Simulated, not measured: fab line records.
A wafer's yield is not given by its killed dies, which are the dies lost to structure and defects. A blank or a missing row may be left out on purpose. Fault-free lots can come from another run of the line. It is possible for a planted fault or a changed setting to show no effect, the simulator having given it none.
Which tool was responsible? :: flow sky130 :: 11 lots with 33 wafers sampled at 6 steps, on a route of 708 steps

WHAT THE GAUGES READ, wafer by wafer
SKY_SD_P_TW_MEAS_11.
lot: L895
measured: day 25 13:02
on: film metro-01
SD_P_TW: 2829 2799 2808

lot: L897
measured: day 26 14:20
on: film metro-03
SD_P_TW: 2831 2840 2836

lot: L899
measured: day 27 07:01
on: film metro-02
SD_P_TW: 2881 2857 2866

lot: L901
measured: day 28 00:14
on: film metro-03
SD_P_TW: 2832 2828 2817

lot: L902
measured: day 28 08:23
on: film metro-03
SD_P_TW: 2821 2817 2819

lot: L906
measured: day 29 13:55
on: film metro-01
SD_P_TW: 2813 2804 2801

lot: L908
measured: day 30 13:39
on: film metro-01
SD_P_TW: 2825 2827 2801

lot: L909
measured: day 31 02:47
on: film metro-02
SD_P_TW: 2827 2853 2845

lot: L915
measured: day 32 17:59
on: film metro-02
SD_P_TW: 2828 2838 2831

lot: L917
measured: day 33 02:50
on: film metro-03
SD_P_TW: 2868 2828 2833

lot: L916
measured: day 33 05:35
on: film metro-03
SD_P_TW: 2812 2847 2844

SKY_SD_N_RS_MEAS_16: measures by four-point-probe.
lot: L895
measured: day 28 00:23
on: film metro-01
SD_N_RS (ohm/sq): 68.54 68.32 68.30

lot: L897
measured: day 29 00:53
on: film metro-02
SD_N_RS (ohm/sq): 68.60 68.63 68.77

lot: L899
measured: day 29 17:20
on: film metro-01
SD_N_RS (ohm/sq): 68.52 68.56 68.32

lot: L901
measured: day 30 09:22
on: film metro-02
SD_N_RS (ohm/sq): 68.52 68.53 68.50

lot: L902
measured: day 30 17:07
on: film metro-02
SD_N_RS (ohm/sq): 68.75 68.70 68.79

lot: L906
measured: day 31 22:32
on: film metro-01
SD_N_RS (ohm/sq): 65.95 65.91 65.94

lot: L908
measured: day 32 21:25
on: film metro-02
SD_N_RS (ohm/sq): 66.31 66.13 66.12

lot: L909
measured: day 33 08:49
on: film metro-01
SD_N_RS (ohm/sq): 66.00 66.02 66.02

lot: L915
measured: day 34 23:43
on: film metro-02
SD_N_RS (ohm/sq): 68.78 68.67 68.67

lot: L917
measured: day 35 08:08
on: film metro-02
SD_N_RS (ohm/sq): 68.73 68.76 68.74

lot: L916
measured: day 35 10:37
on: film metro-03
SD_N_RS (ohm/sq): 68.58 68.66 68.50

SKY_LI_CONTACT_THK_MEAS_01.
lot: L895
measured: day 28 00:52
on: film metro-02
LI_CONTACT_HDPCVD_THK (nm): 916 923 921

lot: L897
measured: day 29 01:22
on: film metro-02
LI_CONTACT_HDPCVD_THK (nm): 922 931 918

lot: L899
measured: day 29 17:49
on: film metro-03
LI_CONTACT_HDPCVD_THK (nm): 913 919 920

lot: L901
measured: day 30 09:50
on: film metro-03
LI_CONTACT_HDPCVD_THK (nm): 933 921 931

lot: L902
measured: day 30 17:37
on: film metro-03
LI_CONTACT_HDPCVD_THK (nm): 930 917 933

lot: L906
measured: day 31 23:00
on: film metro-02
LI_CONTACT_HDPCVD_THK (nm): 925 924 928

lot: L908
measured: day 32 21:53
on: film metro-02
LI_CONTACT_HDPCVD_THK (nm): 917 925 921

lot: L909
measured: day 33 09:22
on: film metro-02
LI_CONTACT_HDPCVD_THK (nm): 959 942 943

lot: L915
measured: day 35 00:11
on: film metro-01
LI_CONTACT_HDPCVD_THK (nm): 918 927 926

lot: L917
measured: day 35 08:37
on: film metro-01
LI_CONTACT_HDPCVD_THK (nm): 934 925 938

lot: L916
measured: day 35 11:05
on: film metro-02
LI_CONTACT_HDPCVD_THK (nm): 930 929 922

EACH LOT AND THE TOOL THAT RAN IT (in order: tool; ch and the chambers of the sampled wafers; start)
lot: L895
SKY_SD_P_STRIP_10: plasma asher-01 ch 0,1, day 25 12:56
SKY_SD_N_IMPLANT_09: implanter-01 ch 0, day 27 23:42
SKY_SD_N_STRIP_11: plasma asher-01 ch 0,1, day 27 23:59

lot: L897
SKY_SD_P_STRIP_10: plasma asher-02 ch 1, day 26 14:14
SKY_SD_N_IMPLANT_09: implanter-01 ch 0, day 29 00:13
SKY_SD_N_STRIP_11: plasma asher-04 ch 0,1, day 29 00:29

lot: L899
SKY_SD_P_STRIP_10: plasma asher-03 ch 0,1, day 27 06:54
SKY_SD_N_IMPLANT_09: implanter-04 ch 0, day 29 16:40
SKY_SD_N_STRIP_11: plasma asher-01 ch 0, day 29 16:56

lot: L901
SKY_SD_P_STRIP_10: plasma asher-02 ch 0,1, day 28 00:08
SKY_SD_N_IMPLANT_09: implanter-04 ch 0, day 30 08:41
SKY_SD_N_STRIP_11: plasma asher-02 ch 0,1, day 30 08:57

lot: L902
SKY_SD_P_STRIP_10: plasma asher-03 ch 0,1, day 28 08:17
SKY_SD_N_IMPLANT_09: implanter-04 ch 0, day 30 16:26
SKY_SD_N_STRIP_11: plasma asher-02 ch 0,1, day 30 16:44

lot: L906
SKY_SD_P_STRIP_10: plasma asher-03 ch 0,1, day 29 13:48
SKY_SD_N_IMPLANT_09: implanter-04 ch 0, day 31 21:51
SKY_SD_N_STRIP_11: plasma asher-02 ch 0,1, day 31 22:08

lot: L908
SKY_SD_P_STRIP_10: plasma asher-02 ch 0,1, day 30 13:33
SKY_SD_N_IMPLANT_09: implanter-04 ch 0, day 32 20:44
SKY_SD_N_STRIP_11: plasma asher-02 ch 0,1, day 32 21:02

lot: L909
SKY_SD_P_STRIP_10: plasma asher-01 ch 0,1, day 31 02:41
SKY_SD_N_IMPLANT_09: implanter-04 ch 0, day 33 08:08
SKY_SD_N_STRIP_11: plasma asher-02 ch 0,1, day 33 08:26

lot: L915
SKY_SD_P_STRIP_10: plasma asher-01 ch 0,1, day 32 17:53
SKY_SD_N_IMPLANT_09: implanter-01 ch 0, day 34 23:02
SKY_SD_N_STRIP_11: plasma asher-04 ch 0,1, day 34 23:18

lot: L917
SKY_SD_P_STRIP_10: plasma asher-01 ch 1, day 33 02:44
SKY_SD_N_IMPLANT_09: implanter-03 ch 0, day 35 07:27
SKY_SD_N_STRIP_11: plasma asher-04 ch 0,1, day 35 07:45

lot: L916
SKY_SD_P_STRIP_10: plasma asher-01 ch 0,1, day 33 05:29
SKY_SD_N_IMPLANT_09: implanter-04 ch 0, day 35 09:56
SKY_SD_N_STRIP_11: plasma asher-02 ch 0,1, day 35 10:14
- SKY_SD_P_STRIP_10: strips in O2/N2.
- SKY_SD_N_IMPLANT_09
- SKY_SD_N_STRIP_11: strips in O2/N2.

AS READ BY THE TOOLS THEMSELVES (means over the sampled wafers that have a number; for cases with no such wafer, the mark the record gives instead)
SKY_SD_P_STRIP_10.
lot: L895
tool: plasma asher-01
drypump motor current A (A): 5.7
oes product au (a.u.): 0.618
strip time to endpoint s (s): 17.470

lot: L897
tool: plasma asher-02
drypump motor current A (A): 4.8
oes product au (a.u.): 0.613
strip time to endpoint s (s): 17.479

lot: L899
tool: plasma asher-03
drypump motor current A (A): 5.8
oes product au (a.u.): 0.616
strip time to endpoint s (s): 17.474

lot: L901
tool: plasma asher-02
drypump motor current A (A): 5.1
oes product au (a.u.): 0.621
strip time to endpoint s (s): 17.472

lot: L902
tool: plasma asher-03
drypump motor current A (A): 5.8
oes product au (a.u.): 0.621
strip time to endpoint s (s): 17.462

lot: L906
tool: plasma asher-03
drypump motor current A (A): 5.6
oes product au (a.u.): 0.623
strip time to endpoint s (s): 17.527

lot: L908
tool: plasma asher-02
drypump motor current A (A): 5.1
oes product au (a.u.): 0.618
strip time to endpoint s (s): 17.489

lot: L909
tool: plasma asher-01
drypump motor current A (A): 5.9
oes product au (a.u.): 0.618
strip time to endpoint s (s): 17.517

lot: L915
tool: plasma asher-01
drypump motor current A (A): 5.9
oes product au (a.u.): 0.620
strip time to endpoint s (s): 17.430

lot: L917
tool: plasma asher-01
drypump motor current A (A): 5.6
oes product au (a.u.): 0.615
strip time to endpoint s (s): 17.483

lot: L916
tool: plasma asher-01
drypump motor current A (A): 5.8
oes product au (a.u.): 0.616
strip time to endpoint s (s): 17.499

SKY_SD_N_IMPLANT_09.
lot: L895
tool: implanter-01
beam on s (s): 15.1
dose ions cm2: 4e+15

lot: L897
tool: implanter-01
beam on s (s): 15.5
dose ions cm2: 4e+15

lot: L899
tool: implanter-04
beam on s (s): 16.8
dose ions cm2: 4e+15

lot: L901
tool: implanter-04
beam on s (s): 16.8
dose ions cm2: 4e+15

lot: L902
tool: implanter-04
beam on s (s): 16.7
dose ions cm2: 4e+15

lot: L906
tool: implanter-04
beam on s (s): 23.4
dose ions cm2: 6e+15

lot: L908
tool: implanter-04
beam on s (s): 23.7
dose ions cm2: 6e+15

lot: L909
tool: implanter-04
beam on s (s): 23.7
dose ions cm2: 6e+15

lot: L915
tool: implanter-01
beam on s (s): 15.3
dose ions cm2: 4e+15

lot: L917
tool: implanter-03
beam on s (s): 19.3
dose ions cm2: 4e+15

lot: L916
tool: implanter-04
beam on s (s): 16.7
dose ions cm2: 4e+15

SKY_SD_N_STRIP_11.
lot: L895
tool: plasma asher-01
drypump motor current A (A): 6.0
oes product au (a.u.): 0.533
strip time to endpoint s (s): 22.55

lot: L897
tool: plasma asher-04
drypump motor current A (A): 5.9
oes product au (a.u.): 0.527
strip time to endpoint s (s): 22.57

lot: L899
tool: plasma asher-01
drypump motor current A (A): 6.2
oes product au (a.u.): 0.529
strip time to endpoint s (s): 22.57

lot: L901
tool: plasma asher-02
drypump motor current A (A): 5.5
oes product au (a.u.): 0.521
strip time to endpoint s (s): 22.52

lot: L902
tool: plasma asher-02
drypump motor current A (A): 5.1
oes product au (a.u.): 0.524
strip time to endpoint s (s): 22.54

lot: L906
tool: plasma asher-02
drypump motor current A (A): 5.4
oes product au (a.u.): 0.519
strip time to endpoint s (s): 23.46

lot: L908
tool: plasma asher-02
drypump motor current A (A): 5.1
oes product au (a.u.): 0.519
strip time to endpoint s (s): 23.47

lot: L909
tool: plasma asher-02
drypump motor current A (A): 5.5
oes product au (a.u.): 0.522
strip time to endpoint s (s): 23.49

lot: L915
tool: plasma asher-04
drypump motor current A (A): 5.7
oes product au (a.u.): 0.529
strip time to endpoint s (s): 22.55

lot: L917
tool: plasma asher-04
drypump motor current A (A): 6.0
oes product au (a.u.): 0.528
strip time to endpoint s (s): 22.48

lot: L916
tool: plasma asher-02
drypump motor current A (A): 5.1
oes product au (a.u.): 0.526
strip time to endpoint s (s): 22.57

THE ANSWER, worked out from the rows above alone
Rule: usual is defined by the lots themselves. The widest of any qualifying gaps counts: lots, ordered by their means at a reading, are off when they make up no more than a third of the lots, leave a main group of 4 or more, and stand apart from it by 3 or more times the standard deviation of that group's means. The tables above print the reading to a certain number of digits; a main group whose means all agree to those digits is not used. A lot without any number at a reading at which 4 lots or more have one is off too. All remaining lots with rows at the step are treated as sound. After the gauges, taken in route order, come the tools' own readings; for these a lot's mean is taken, as printed above. At the first step where some lot is off, the reading lying furthest off is the one used; lots without a number count as furthest.
Off: L906, L908, L909, at SKY_SD_N_RS_MEAS_16 (SD_N_RS). Mean 68.60 ohm/sq and standard deviation 0.13 in the main group.
If a tool, at a process step before that reading, ran all the lots that are off and no sound lot after the first of them, it fits. Not tried: the gauges at SKY_SD_N_RS_MEAS_16; whatever is off there is also off at SKY_SD_N_IMPLANT_09, on other tools, and gauge error can't account for it. Not one of the candidates tried fits.

WHAT THE SIMULATOR HAD PUT IN
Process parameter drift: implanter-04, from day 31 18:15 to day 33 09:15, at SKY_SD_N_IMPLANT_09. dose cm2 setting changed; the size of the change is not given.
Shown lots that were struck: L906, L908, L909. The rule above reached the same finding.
